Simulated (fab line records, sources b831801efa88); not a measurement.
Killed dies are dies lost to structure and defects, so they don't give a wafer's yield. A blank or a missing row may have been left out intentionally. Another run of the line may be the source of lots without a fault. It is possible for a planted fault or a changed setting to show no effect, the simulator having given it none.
What tool caused it? ; flow sky130 ; 7 lots with 21 wafers sampled at 2 steps, on a route of 708 steps

WHAT THE GAUGES READ, wafer by wafer
SKY_POLY_GATE_OVL_MEAS_14.
lot;measured;on;POLY_GATE_OVL (nm)
L129;day 17 06:44;overlay-01;4 1 9
L138;day 20 18:02;overlay-02;-9 -7 -4
L141;day 21 17:30;overlay-01;4 -3 5
L144;day 23 02:19;overlay-02;-1 -1 1
L146;day 23 05:55;overlay-02;1 -2 0
L148;day 24 01:19;overlay-02;-7 -5 -7
L150;day 24 17:29;overlay-02;11 -2 10

WHICH TOOL RAN EACH LOT (tool, then ch and the chambers of the sampled wafers, then the start)
lot;SKY_POLY_GATE_COAT_07
L129;litho-track-04 ch 0, day 16 15:58
L138;litho-track-03 ch 0, day 20 02:21
L141;litho-track-01 ch 0, day 21 01:25
L144;litho-track-04 ch 0, day 22 10:34
L146;litho-track-03 ch 0, day 22 15:03
L148;litho-track-01 ch 0, day 23 09:37
L150;litho-track-04 ch 0, day 24 01:41
- SKY_POLY_GATE_COAT_07: resist thk 110 nm.

THE ANSWER, worked out from the rows above alone
Rule: the lots themselves supply what counts as usual. The widest of any qualifying gaps counts: lots, ordered by their means at a reading, are off when they make up no more than a third of the lots, leave a main group of 4 or more, and stand apart from it by 3 or more times the standard deviation of that group's means. The tables above print the reading to a certain number of digits; a main group whose means all agree to those digits is not used. Also off: a lot with no number at a reading for which 4 or more lots have one. Where the step has rows for the other lots, those lots are counted as sound.
None of the lots is off at any reading shown; this tells nothing.

WHAT HAD BEEN PUT IN BY THE SIMULATOR
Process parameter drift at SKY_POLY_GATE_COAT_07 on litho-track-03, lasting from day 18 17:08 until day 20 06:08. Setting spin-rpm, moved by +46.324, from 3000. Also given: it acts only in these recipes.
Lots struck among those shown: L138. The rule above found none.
